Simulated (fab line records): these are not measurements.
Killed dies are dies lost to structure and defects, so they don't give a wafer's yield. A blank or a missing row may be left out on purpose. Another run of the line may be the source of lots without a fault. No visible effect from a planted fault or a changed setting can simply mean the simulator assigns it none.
fab line records	flow sky130
record: lots: 6	wafers: 18	last-day: 50
route steps=708 shown PWDE@52 NWELL@56 PAD_OPEN@708
lots with no fault: from the same line, run without faults
start-h: hours from the record's first day to the start of the lot's first wafer shown	wait-h: how many hours have passed since the lot's step before this one	" identical to the entry in the row above	L1.1+2: a single row standing in for several wafers	- either no value or no given start	* or withheld: withheld	< > ~ a bound
route shown NAME@n: a module of which the file shows steps, and the number in the route of the first	usual: mean and standard deviation over wafers with no fault	same: alike in all rows	chamber/n: place in a boat	sites: each site's reading	_std_site: the standard deviation of these	_edge_site: mean of outer sites minus mean of inner sites	radius-mm: how far each site lies from the wafer's centre	mask NAME#n: copy n	behind: the most recent tool/chamber to have shaped the wafer	hold: why the lot went on hold/how many hours it stayed there/how the hold came to an end	device: names the non-switching transistor (n, p or np)	end of line: the route-end tests of the same wafers	where a step has no rows: the recipe by itself	killed: count of dies lost to structure and defects at first sort (not the wafer's yield)	map: per-die view of a wafer (x killed, . not killed, _ where there is no die)
set.NAME: the run value of the setting; set.NAME@STEP: its run value at that earlier step	model.NAME: the simulator's own value behind a step, which no gauge read
lots seen at some steps along the route; tables by step, rows by wafer
services: from which hour (start-h, from the record's first day; less than 0 if before it) a tool's chamber was out of use, for how many hours, and why
== steps ==
step: SKY_PWDE_OVL_MEAS_07
usual: PWDE_OVL: 0.5/1.3
lot.wafer	tool	chamber	start-h	wait-h	PWDE_OVL[nm]
L388.3	overlay-01	-	99.03	-	1.2
L388.5	"	-	"	"	1.3
L388.6	"	-	"	"	0.2
L389.1	overlay-02	-	104.06	-	1.0
L389.4	"	-	"	"	-0.7
L389.5	"	-	"	"	0.8
L390.1	overlay-02	-	113.92	-	0.0
L390.2	"	-	"	"	-0.4
L390.3	"	-	"	"	1.0
L397.1	overlay-02	-	152.57	-	2.0
L397.2	"	-	"	"	1.1
L397.6	"	-	"	"	1.7
L404.1	overlay-02	-	186.06	-	2.4
L404.3	"	-	"	"	2.5
L404.5	"	-	"	"	1.9
L405.2	overlay-01	-	195.43	-	0.1
L405.3	"	-	"	"	0.4
L405.5	"	-	"	"	-1.5
step: SKY_PWDE_IMPLANT_08
recipe: species: B	energy-kev: 150	dose-cm2: 3.6e+12	tilt-deg: withheld
step: SKY_PWDE_STRIP_09
recipe: chemistry: O2/N2	power-w: 1400	pressure-mtorr: 1500	platen-temp-c: withheld	o2-flow-sccm: 3000	n2-flow-sccm: 300	overash-fraction: 0.5
usual: drypump-motor-current-A: 6.1/0.71	oes-product-au: 0.723/0.0047	strip-time-to-endpoint-s: 36.95/0.085
lot.wafer	tool	chamber	start-h	wait-h	drypump-motor-current-A	oes-product-au	rf-hours-counter-h	strip-time-to-endpoint-s
L388.3	plasma-asher-03	1	99.24	0.1	5.9	0.731	-	36.96
L388.5	"	0	"	"	4.9	0.721	-	36.94
L388.6	"	1	"	"	6.0	0.732	-	36.95
L389.1	plasma-asher-04	1	104.25	0.1	6.7	0.719	28	36.97
L389.4	"	0	"	"	6.6	0.723	-	36.83
L389.5	"	0	"	"	6.6	0.723	-	36.92
L390.1	plasma-asher-04	1	114.14	0.2	6.6	0.727	30	36.79
L390.2	"	0	"	"	6.6	0.714	30	36.87
L390.3	"	0	"	"	6.6	0.728	-	36.95
L397.1	plasma-asher-04	0	152.76	0.1	6.6	0.724	34	36.99
L397.2	"	1	"	"	6.7	0.724	34	36.92
L397.6	"	0	"	"	6.6	0.724	-	36.87
L404.1	plasma-asher-04	1	186.24	0.1	6.7	0.720	36	36.84
L404.3	"	1	"	"	6.7	0.719	-	36.95
L404.5	"	0	"	"	6.6	0.716	-	36.97
L405.2	plasma-asher-03	0	195.61	0.1	4.9	0.721	51	36.96
L405.3	"	1	"	"	6.0	0.724	-	37.00
L405.5	"	1	"	"	6.0	0.723	-	37.02
step: SKY_PWDE_TW_MEAS_10
usual: PWDE_TW: 374.7/3
lot.wafer	tool	chamber	start-h	wait-h	PWDE_TW
L388.3	film-metro-02	-	99.33	0.1	375.3
L388.5	"	-	"	"	373.3
L388.6	"	-	"	"	372.5
L389.1	film-metro-01	-	104.35	0.1	371.7
L389.4	"	-	"	"	373.0
L389.5	"	-	"	"	374.1
L390.1	film-metro-04	-	114.24	0.1	378.8
L390.2	"	-	"	"	375.2
L390.3	"	-	"	"	377.3
L397.1	film-metro-01	-	152.86	0.1	373.5
L397.2	"	-	"	"	372.7
L397.6	"	-	"	"	374.2
L404.1	film-metro-01	-	186.34	0.1	374.4
L404.3	"	-	"	"	373.8
L404.5	"	-	"	"	374.7
L405.2	film-metro-02	-	195.72	0.1	373.1
L405.3	"	-	"	"	374.0
L405.5	"	-	"	"	375.9
step: SKY_NWELL_DEHYDRATE_03
recipe: temp-c: 200	time-s: 60
step: SKY_NWELL_HMDS_04
recipe: prime-time-s: 60	prime-temp-c: 120
step: SKY_NWELL_COAT_05
recipe: spin-rpm: 2000	resist-thk-nm: 3000
step: SKY_NWELL_SOFTBAKE_06
recipe: temp-c: 110	time-s: withheld
step: SKY_NWELL_EXPOSE_07
recipe: mask-id: NWM	na: 0.6	source-shape: conventional	sigma-outer: 0.6	polarization: unpolarized	target-cd-nm: 840	dose-mj: 255
step: SKY_NWELL_PEB_08
recipe: temp-c: 115	time-s: withheld
step: SKY_NWELL_DEVELOP_09
recipe: wall-angle-deg: 90	developer: TMAH	develop-time-s: 60	dev-temp-c: 23
step: SKY_NWELL_OVL_MEAS_10
usual: NWELL_00_OVL: 0.3/1.3
lot.wafer	tool	chamber	start-h	wait-h	NWELL_00_OVL[nm]
L388.3	overlay-02	-	116.67	-	-1.6
L388.5	"	-	"	"	-1.0
L388.6	"	-	"	"	-0.6
L389.1	overlay-01	-	121.61	-	0.1
L389.4	"	-	"	"	1.5
L389.5	"	-	"	"	-0.5
L390.1	overlay-01	-	131.56	-	2.4
L390.2	"	-	"	"	2.3
L390.3	"	-	"	"	2.3
L397.1	overlay-01	-	172.51	-	2.9
L397.2	"	-	"	"	1.6
L397.6	"	-	"	"	1.2
L404.1	overlay-01	-	207.31	-	0.5
L404.3	"	-	"	"	0.8
L404.5	"	-	"	"	1.9
L405.2	overlay-02	-	217.62	-	1.2
L405.3	"	-	"	"	2.3
L405.5	"	-	"	"	2.0
step: SKY_NWELL_IMPLANT_11
recipe: species: P	energy-kev: 400	dose-cm2: 1.9e+13	tilt-deg: withheld
usual: beam-energy-keV: 400.02/0.12	end-station-pressure-torr: 5.08e-06/3e-07
lot.wafer	tool	chamber	start-h	wait-h	beam-energy-keV	end-station-pressure-torr	model.implant.rp-nm	model.implant.drp-nm
L388.3	implanter-03	0	116.74	0.1	470.48	5.1e-06	571.4	126.6
L388.5	"	0	"	"	470.52	5.16e-06	571.4	126.6
L388.6	"	0	"	"	470.49	5.27e-06	571.4	126.6
L389.1	implanter-03	0	121.64	0.0	470.42	4.95e-06	595.5	126.6
L389.4	"	0	"	"	470.48	4.69e-06	595.5	126.6
L389.5	"	0	"	"	470.56	5.53e-06	595.5	126.6
L390.1	implanter-04	0	131.60	0.0	400.13	5.08e-06	495.2	116.9
L390.2	"	0	"	"	400.07	4.94e-06	495.2	116.9
L390.3	"	0	"	"	400.18	5.35e-06	495.2	116.9
L397.1	implanter-01	0	172.54	0.0	399.86	5.45e-06	494.2	116.9
L397.2	"	0	"	"	400.15	4.97e-06	494.2	116.9
L397.6	"	0	"	"	399.81	5.52e-06	494.2	116.9
L404.1	implanter-03	0	207.34	0.0	399.95	4.79e-06	498.6	116.9
L404.3	"	0	"	"	399.86	5.47e-06	498.6	116.9
L404.5	"	0	"	"	400.01	5.42e-06	498.6	116.9
L405.2	implanter-01	0	217.67	0.0	400.15	5.49e-06	497.2	116.9
L405.3	"	0	"	"	400.09	5.53e-06	497.2	116.9
L405.5	"	0	"	"	399.95	5.48e-06	497.2	116.9
step: SKY_NWELL_IMPLANT_12
recipe: species: P	energy-kev: 120	dose-cm2: 1.3e+12	tilt-deg: withheld
step: SKY_NWELL_IMPLANT_13
recipe: species: P	energy-kev: 50	dose-cm2: 7e+11	tilt-deg: withheld
step: SKY_NWELL_STRIP_14
recipe: chemistry: O2/N2	power-w: 1400	pressure-mtorr: 1500	platen-temp-c: withheld	o2-flow-sccm: 3000	n2-flow-sccm: 300	overash-fraction: 0.5
usual: drypump-motor-current-A: 5.9/0.59	oes-product-au: 0.723/0.0045	strip-time-to-endpoint-s: 36.91/0.1
lot.wafer	tool	chamber	start-h	wait-h	drypump-motor-current-A	oes-product-au	rf-hours-counter-h	strip-time-to-endpoint-s
L388.3	plasma-asher-02	1	117.18	0.1	5.7	0.726	-	36.87
L388.5	"	1	"	"	5.7	0.720	-	36.88
L388.6	"	0	"	"	5.7	0.729	-	36.86
L389.1	plasma-asher-03	0	122.09	0.1	4.9	0.725	44	36.95
L389.4	"	1	"	"	6.0	0.713	-	37.03
L389.5	"	0	"	"	4.9	0.731	-	37.03
L390.1	plasma-asher-03	1	132.05	0.1	6.0	0.725	45	36.88
L390.2	"	0	"	"	4.9	0.724	45	36.81
L390.3	"	0	"	"	4.9	0.725	-	36.97
L397.1	plasma-asher-04	1	172.99	0.1	6.7	0.724	35	36.80
L397.2	"	0	"	"	6.6	0.724	35	36.83
L397.6	"	0	"	"	6.6	0.724	-	36.71
L404.1	plasma-asher-02	0	207.79	0.1	5.7	0.723	54	36.84
L404.3	"	0	"	"	5.7	0.726	-	36.82
L404.5	"	1	"	"	5.7	0.719	-	36.87
L405.2	plasma-asher-04	0	218.10	0.1	6.6	0.724	39	36.93
L405.3	"	1	"	"	6.7	0.714	-	36.92
L405.5	"	1	"	"	6.7	0.721	-	36.92
step: SKY_NWELL_TW_MEAS_15
usual: NWELL_TW: 1823/12
lot.wafer	tool	chamber	start-h	wait-h	NWELL_TW
L388.3	film-metro-01	-	117.26	0.1	1844
L388.5	"	-	"	"	1838
L388.6	"	-	"	"	1841
L389.1	film-metro-01	-	122.19	0.1	1844
L389.4	"	-	"	"	1841
L389.5	"	-	"	"	1836
L390.1	film-metro-04	-	132.15	0.1	1848
L390.2	"	-	"	"	1840
L390.3	"	-	"	"	1839
L397.1	film-metro-02	-	173.09	0.1	1824
L397.2	"	-	"	"	1827
L397.6	"	-	"	"	1825
L404.1	film-metro-01	-	207.89	0.1	1822
L404.3	"	-	"	"	1816
L404.5	"	-	"	"	1818
L405.2	film-metro-04	-	218.21	0.1	1831
L405.3	"	-	"	"	1833
L405.5	"	-	"	"	1833
step: SKY_NWELL_DEHYDRATE_16
recipe: temp-c: 200	time-s: 60
step: SKY_NWELL_HMDS_17
recipe: prime-time-s: 60	prime-temp-c: 120
step: SKY_NWELL_COAT_18
recipe: spin-rpm: 2000	resist-thk-nm: 3000
step: SKY_NWELL_SOFTBAKE_19
recipe: temp-c: 110	time-s: withheld
step: SKY_NWELL_EXPOSE_20
recipe: mask-id: NWM_COMPLEMENT	na: 0.6	source-shape: conventional	sigma-outer: 0.6	polarization: unpolarized	target-cd-nm: 840	dose-mj: 260
step: SKY_NWELL_PEB_21
recipe: temp-c: 115	time-s: withheld
step: SKY_NWELL_DEVELOP_22
recipe: wall-angle-deg: 90	developer: TMAH	develop-time-s: 60	dev-temp-c: 23
step: SKY_NWELL_OVL_MEAS_23
usual: NWELL_01_OVL: 0.0/1.5
lot.wafer	tool	chamber	start-h	wait-h	NWELL_01_OVL[nm]
L388.3	overlay-02	-	134.57	-	-1.4
L388.5	"	-	"	"	-1.9
L388.6	"	-	"	"	-2.3
L389.1	overlay-01	-	140.66	-	0.8
L389.4	"	-	"	"	0.2
L389.5	"	-	"	"	1.9
L390.1	overlay-02	-	151.57	-	-1.1
L390.2	"	-	"	"	-1.5
L390.3	"	-	"	"	0.2
L397.1	overlay-01	-	193.41	-	-0.4
L397.2	"	-	"	"	-0.8
L397.6	"	-	"	"	-0.8
L404.1	overlay-01	-	230.06	-	-0.3
L404.3	"	-	"	"	-0.3
L404.5	"	-	"	"	-1.0
L405.2	overlay-01	-	240.43	-	-2.0
L405.3	"	-	"	"	-1.6
L405.5	"	-	"	"	-1.5
step: SKY_NWELL_IMPLANT_24
recipe: species: B	energy-kev: 140	dose-cm2: 9.2e+12	tilt-deg: withheld
step: SKY_NWELL_STRIP_25
recipe: chemistry: O2/N2	power-w: 1400	pressure-mtorr: 1500	platen-temp-c: withheld	o2-flow-sccm: 3000	n2-flow-sccm: 300	overash-fraction: 0.5
usual: drypump-motor-current-A: 6.0/0.55	oes-product-au: 0.722/0.0045	strip-time-to-endpoint-s: 36.89/0.092
lot.wafer	tool	chamber	start-h	wait-h	drypump-motor-current-A	oes-product-au	rf-hours-counter-h	strip-time-to-endpoint-s
L388.3	plasma-asher-03	0	134.78	0.1	4.9	0.719	-	36.88
L388.5	"	1	"	"	6.0	0.721	-	36.86
L388.6	"	0	"	"	4.9	0.717	-	36.87
L389.1	plasma-asher-04	1	140.85	0.1	6.7	0.719	33	36.79
L389.4	"	1	"	"	6.7	0.724	-	36.86
L389.5	"	0	"	"	6.6	0.720	-	36.91
L390.1	plasma-asher-02	0	151.76	0.1	5.7	0.731	49	36.90
L390.2	"	1	"	"	5.7	0.719	49	36.92
L390.3	"	0	"	"	5.7	0.724	-	36.96
L397.1	plasma-asher-02	0	193.60	0.1	5.7	0.726	53	36.84
L397.2	"	1	"	"	5.7	0.721	53	36.97
L397.6	"	1	"	"	5.7	0.719	-	36.91
L404.1	plasma-asher-02	0	230.25	0.1	5.7	0.721	57	36.86
L404.3	"	0	"	"	5.7	0.716	-	36.93
L404.5	"	0	"	"	5.7	0.725	-	36.93
L405.2	plasma-asher-04	0	240.61	0.1	6.6	0.726	41	36.80
L405.3	"	1	"	"	6.7	0.722	-	36.74
L405.5	"	0	"	"	6.6	0.723	-	36.70
step: SKY_NWELL_TW_MEAS_26
usual: NWELL_2_TW: 499/3.1
lot.wafer	tool	chamber	start-h	wait-h	NWELL_2_TW
L388.3	film-metro-04	-	134.86	0.1	501
L388.5	"	-	"	"	505
L388.6	"	-	"	"	503
L389.1	film-metro-04	-	140.95	0.1	505
L389.4	"	-	"	"	504
L389.5	"	-	"	"	503
L390.1	film-metro-02	-	151.86	0.1	500
L390.2	"	-	"	"	498
L390.3	"	-	"	"	500
L397.1	film-metro-02	-	193.70	0.1	495
L397.2	"	-	"	"	498
L397.6	"	-	"	"	501
L404.1	film-metro-02	-	230.35	0.1	498
L404.3	"	-	"	"	498
L404.5	"	-	"	"	498
L405.2	film-metro-02	-	240.72	0.1	495
L405.3	"	-	"	"	497
L405.5	"	-	"	"	494
step: SKY_NWELL_CLEAN_27
recipe: chemistry: SC1/SC2	mix: 1:4:20	temp-c: 70	time-s: 150	dry: n2-spin
step: SKY_NWELL_RTA_28
recipe: temp-c: 1050	time-s: 30	idle-temp-c: 650	ramp-up-c-per-s: 150	ramp-down-c-per-s: 90	ambient: N2
usual: chamber-o2-ppm: 1.999/0.02	lamp-power-pct: 25.31/0.06	wafer_temp_C_max: 1054.8/1
same: time-s: 30
lot.wafer	tool	chamber	start-h	wait-h	chamber-o2-ppm	lamp-power-pct	wafer_temp_C_max
L388.3	rtp-anneal-02	0	134.99	0.0	1.983	25.14	1053.8
L388.5	"	0	"	"	1.986	25.28	1054.6
L388.6	"	0	"	"	1.987	25.22	1054.2
L389.1	rtp-anneal-01	0	141.06	0.0	1.994	25.26	1054.3
L389.4	"	0	"	"	2.014	25.29	1055.2
L389.5	"	0	"	"	2.009	25.29	1054.0
L390.1	rtp-anneal-01	0	151.97	0.0	2.021	25.26	1053.7
L390.2	"	0	"	"	2.010	25.20	1056.7
L390.3	"	0	"	"	2.027	25.27	1053.7
L397.1	rtp-anneal-01	0	193.81	0.0	1.988	25.29	1056.3
L397.2	"	0	"	"	1.993	25.31	1053.8
L397.6	"	0	"	"	1.991	25.45	1053.7
L404.1	rtp-anneal-02	0	230.46	0.0	1.988	25.40	1055.2
L404.3	"	0	"	"	2.014	25.30	1056.2
L404.5	"	0	"	"	1.973	25.19	1056.5
L405.2	rtp-anneal-02	0	240.83	0.0	2.013	25.28	1054.4
L405.3	"	0	"	"	2.013	25.32	1053.9
L405.5	"	0	"	"	1.985	25.33	1055.6
step: SKY_NWELL_RS_MEAS_29
recipe: thk-meas-gauge: four-point-probe
usual: NWELL_RS: 626.0/1.4
lot.wafer	tool	chamber	start-h	wait-h	NWELL_RS[ohm/sq]
L388.3	film-metro-01	-	135.09	0.1	604.8
L388.5	"	-	"	"	603.1
L388.6	"	-	"	"	605.2
L389.1	film-metro-01	-	141.16	0.1	600.9
L389.4	"	-	"	"	602.0
L389.5	"	-	"	"	603.3
L390.1	film-metro-02	-	152.07	0.1	625.5
L390.2	"	-	"	"	625.6
L390.3	"	-	"	"	626.8
L397.1	film-metro-02	-	193.91	0.1	625.2
L397.2	"	-	"	"	626.6
L397.6	"	-	"	"	627.2
L404.1	film-metro-01	-	230.56	0.1	623.9
L404.3	"	-	"	"	625.2
L404.5	"	-	"	"	625.4
L405.2	film-metro-02	-	240.94	0.1	626.2
L405.3	"	-	"	"	626.7
L405.5	"	-	"	"	625.4
step: SKY_PAD_OPEN_PROBE_99
usual: killed_at_M0_to_M3: 43/6.7	killed_at_M4_up: 3.2/1.9	killed-at-contacts: 24/5.9	killed-at-front-end: 15/4.1	killed-at-other: 0.3/0.56	killed-dies: 86/9.5	killed-open: 47/7.4	killed-short: 39/5.5
same: gross-dies: 492	killed-at-back-side: 0
lot.wafer	tool	chamber	start-h	wait-h	killed_at_M0_to_M3	killed_at_M4_up	killed-at-contacts	killed-at-front-end	killed-at-other	killed-dies	killed-open	killed-short	model.etest.nfet_16v.r-on-ohm-um	model.etest.pfet_16v.r-on-ohm-um	model.etest.res-nwell.line-ohm-um	model.etest.res-nwell.rs-ohm-sq	model.etest.pfet-g5v0d10v5.r-on-ohm-um	model.etest.tip_p_5v.rs-ohm-sq	model.etest.pfet_16v.drive-ua-um	model.etest.pfet-g5v0d10v5.drive-ua-um
L388.3	prober-02	-	1117.67	0.2	52	1	27	14	2	96	55	41	1.602e+04	1.515e+04	920.7	778.2	4685	2742	255.1	353.3
L388.5	prober-02	-	1117.77	0.2	39	4	25	12	0	80	37	43	1.603e+04	1.523e+04	922.6	783.5	4597	2747	254.1	358.1
L388.6	prober-02	-	1117.82	0.2	49	2	24	16	0	91	52	39	1.598e+04	1.478e+04	907.3	777.6	4534	2755	262.4	366.5
L389.1	prober-01	-	1118.29	0.1	39	3	21	15	0	78	38	40	1.701e+04	1.441e+04	872.8	736.9	4688	2730	264.5	351.6
L389.4	prober-01	-	1118.44	0.2	41	8	31	14	0	94	48	46	1.712e+04	1.447e+04	871.6	735.1	4686	2720	260.8	359.9
L389.5	prober-01	-	1118.49	0.2	42	1	25	19	2	89	43	46	1.714e+04	1.415e+04	853.8	724.2	4547	2716	268.5	363.2
L390.1	prober-01	-	1124.79	0.1	40	2	20	22	1	85	50	35	1.408e+04	1.527e+04	1128	950	4703	2877	242.8	339.8
L390.2	prober-01	-	1124.84	0.1	37	2	20	11	0	70	35	35	1.405e+04	1.521e+04	1117	928.2	4854	2885	240.1	332.2
L390.3	prober-01	-	1124.89	0.2	41	1	30	20	1	93	48	45	1.408e+04	1.532e+04	1139	955	4765	2885	239.7	338.1
L397.1	prober-01	-	1162.20	0.1	35	4	37	11	0	87	40	47	1.405e+04	1.529e+04	1158	966.9	4738	2845	240.4	341.8
L397.2	prober-01	-	1162.25	0.1	37	6	37	14	1	95	54	41	1.383e+04	1.521e+04	1144	973.5	4667	2856	241.9	347.4
L397.6	prober-01	-	1162.45	0.2	38	3	14	19	0	74	33	41	1.401e+04	1.508e+04	1139	947	4728	2844	240.9	341.9
L404.1	prober-02	-	1186.87	0.1	46	1	22	10	0	79	40	39	1.371e+04	1.461e+04	1131	921.2	4658	2834	256.6	350.7
L404.3	prober-02	-	1186.97	0.2	47	1	22	10	1	81	44	37	1.381e+04	1.456e+04	1108	924.7	4666	2827	253	353.2
L404.5	prober-02	-	1187.07	0.2	46	2	32	12	1	93	48	45	1.38e+04	1.484e+04	1128	936.2	4629	2810	254.6	353.3
L405.2	prober-01	-	1198.84	0.1	43	4	23	17	0	87	53	34	1.405e+04	1.496e+04	1090	922.8	4741	2854	244.3	346.4
L405.3	prober-01	-	1198.89	0.2	58	1	20	15	1	95	64	31	1.413e+04	1.488e+04	1118	927.1	4699	2832	245	347.6
L405.5	prober-01	-	1198.99	0.2	35	4	27	19	0	85	55	30	1.399e+04	1.52e+04	1117	938.1	4731	2861	241.3	346.3
killed by level:class
L388.3 VIA1:geometric-particle:open=14 CONTACT:geometric-particle:open=12 VIA2:geometric-particle:open=7 LI_CONTACT:geometric-particle:open=6 METAL1:geometric-particle:short=6 CONTACT:geometric-particle:short=5 METAL2:geometric-particle:short=5 VIA1:geometric-particle:short=4
L388.5 CONTACT:geometric-particle:short=8 METAL2:geometric-particle:short=8 VIA2:geometric-particle:open=7 VIA1:geometric-particle:open=7 LI_CONTACT:geometric-particle:open=6 LOCAL_INTERCONNECT:geometric-particle:short=5 CONTACT:geometric-particle:open=5 VIA3:geometric-particle:open=5
L388.6 CONTACT:geometric-particle:open=11 VIA1:geometric-particle:open=10 VIA3:geometric-particle:open=9 METAL1:geometric-particle:short=8 FIELD_ISO:geometric-particle:short=5 LOCAL_INTERCONNECT:geometric-particle:short=5 VIA1:geometric-particle:short=5 VIA2:geometric-particle:open=5
L389.1 METAL2:geometric-particle:short=10 CONTACT:geometric-particle:open=9 VIA1:geometric-particle:open=7 FIELD_ISO:geometric-particle:open=6 METAL1:geometric-particle:short=6 LOCAL_INTERCONNECT:geometric-particle:short=5 FIELD_ISO:geometric-particle:short=3 LI_CONTACT:geometric-particle:open=3
L389.4 CONTACT:geometric-particle:open=11 CONTACT:geometric-particle:short=6 METAL2:geometric-particle:short=6 LI_CONTACT:geometric-particle:open=5 VIA1:geometric-particle:open=5 VIA1:geometric-particle:short=5 VIA2:geometric-particle:open=5 VIA3:geometric-particle:open=5
L389.5 CONTACT:geometric-particle:open=10 VIA2:geometric-particle:open=8 METAL1:geometric-particle:short=7 METAL2:geometric-particle:short=7 POLY_GATE:geometric-particle:open=6 VIA1:geometric-particle:open=5 LOCAL_INTERCONNECT:geometric-particle:short=5 FIELD_ISO:geometric-particle:short=4
L390.1 VIA1:geometric-particle:open=13 CONTACT:geometric-particle:open=8 VIA1:geometric-particle:short=8 POLY_GATE:geometric-particle:short=6 LI_CONTACT:geometric-particle:open=6 FIELD_ISO:geometric-particle:open=5 FIELD_ISO:geometric-particle:short=5 VIA2:geometric-particle:open=5
L390.2 CONTACT:geometric-particle:open=9 VIA1:geometric-particle:open=9 VIA3:geometric-particle:open=7 VIA1:geometric-particle:short=5 CONTACT:geometric-particle:short=5 METAL1:geometric-particle:short=4 FIELD_ISO:geometric-particle:short=3 POLY_GATE:geometric-particle:short=3
L390.3 LI_CONTACT:geometric-particle:open=12 CONTACT:geometric-particle:open=7 VIA1:geometric-particle:open=7 FIELD_ISO:geometric-particle:short=6 FIELD_ISO:geometric-particle:open=6 METAL2:geometric-particle:short=6 VIA3:geometric-particle:open=5 LI_CONTACT:geometric-particle:short=5
L397.1 CONTACT:geometric-particle:short=11 CONTACT:geometric-particle:open=9 LOCAL_INTERCONNECT:geometric-particle:short=8 VIA1:geometric-particle:open=8 METAL2:geometric-particle:short=7 VIA3:geometric-particle:open=6 LI_CONTACT:geometric-particle:open=5 VIA2:geometric-particle:open=4
L397.2 CONTACT:geometric-particle:open=17 LI_CONTACT:geometric-particle:open=8 VIA1:geometric-particle:open=8 VIA3:geometric-particle:open=5 POLY_GATE:geometric-particle:short=4 LI_CONTACT:geometric-particle:short=4 VIA2:geometric-particle:open=4 METAL4:geometric-particle:short=4
L397.6 VIA3:geometric-particle:short=6 POLY_GATE:geometric-particle:open=6 VIA1:geometric-particle:open=6 POLY_GATE:geometric-particle:short=5 CONTACT:geometric-particle:open=5 METAL2:geometric-particle:short=5 VIA3:geometric-particle:open=4 CONTACT:geometric-particle:short=4
L404.1 VIA2:geometric-particle:short=8 LI_CONTACT:geometric-particle:open=8 METAL1:geometric-particle:short=8 VIA2:geometric-particle:open=7 CONTACT:geometric-particle:open=6 VIA1:geometric-particle:short=5 VIA1:geometric-particle:open=5 VIA3:geometric-particle:open=5
L404.3 VIA1:geometric-particle:open=10 VIA3:geometric-particle:open=10 CONTACT:geometric-particle:open=6 LI_CONTACT:geometric-particle:open=5 METAL1:geometric-particle:short=5 VIA1:geometric-particle:short=5 FIELD_ISO:geometric-particle:short=4 METAL2:geometric-particle:short=4
L404.5 LI_CONTACT:geometric-particle:open=11 METAL1:geometric-particle:short=8 VIA2:geometric-particle:open=8 CONTACT:geometric-particle:short=7 VIA1:geometric-particle:open=7 CONTACT:geometric-particle:open=6 POLY_GATE:geometric-particle:short=5 METAL3:geometric-particle:short=5
L405.2 VIA3:geometric-particle:open=10 CONTACT:geometric-particle:open=8 VIA1:geometric-particle:open=8 VIA2:geometric-particle:open=6 POLY_GATE:geometric-particle:open=5 LI_CONTACT:geometric-particle:open=5 FIELD_ISO:geometric-particle:open=4 FIELD_ISO:geometric-particle:short=4
L405.3 VIA1:geometric-particle:open=13 VIA2:geometric-particle:open=12 VIA3:geometric-particle:open=11 CONTACT:geometric-particle:open=10 METAL2:geometric-particle:short=6 SPACER:geometric-particle:short=4 FIELD_ISO:geometric-particle:open=3 FIELD_ISO:geometric-particle:short=3
L405.5 CONTACT:geometric-particle:open=12 VIA1:geometric-particle:open=10 FIELD_ISO:geometric-particle:open=9 LI_CONTACT:geometric-particle:open=8 VIA3:geometric-particle:open=5 CONTACT:geometric-particle:short=4 VIA1:geometric-particle:short=4 VIA2:geometric-particle:open=4
== services ==
tool	chamber	start-h	hours	kind
implanter-03	-	104.63	2.1	repair
plasma-asher-03	-	105.39	0.7	repair
plasma-asher-03	-	111.68	6.3	repair
plasma-asher-03	-	118.01	2.8	pm
plasma-asher-03	-	139.97	1.3	repair
plasma-asher-04	-	154.96	2.6	repair
implanter-03	-	162.82	2.0	repair
implanter-01	-	224.38	3.3	pm
rtp-anneal-01	-	227.23	5.5	pm
implanter-03	-	228.01	4.3	repair
== key ==
first-sign: step: SKY_NWELL_IMPLANT_11	reading: beam-energy-keV	direction: up	sigmas: 99+	usual: *	struck: *
effect: step: SKY_NWELL_TW_MEAS_15	reading: NWELL_TW	direction: up	sigmas: 1.5	usual: 1823	struck: 1841
effect: step: SKY_NWELL_RS_MEAS_29	reading: NWELL_RS	direction: down	sigmas: 17	usual: 626.0	struck: 603.2
model-effect: step: SKY_NWELL_IMPLANT_11	value: implant.rp-nm	without: 504.8	struck: 583.5
model-effect: step: SKY_PAD_OPEN_PROBE_99	value: etest.nfet_16v.r-on-ohm-um	without: 1.425e+04	struck: 1.655e+04
met-at SKY_NWELL_IMPLANT_11
struck-wafers L388.3,L388.5,L388.6,L389.1,L389.4,L389.5
tester-left-out L388,L389
fault: kind: process-parameter-drift	tool: implanter-03	chamber: -	onset-h: 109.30	steps: SKY_NWELL_IMPLANT_11	channel: energy-kev	offset: *	shape: step	end-h: 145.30	acts-in: *	stated: *
tester-left-out: of these lots the tester's yield and bins aren't shown, on N5 and GAA mostly nor the transistor test; their killed dies are dies lost to structure and defects alone, not to doping, threshold or leakage, so they don't give the yield
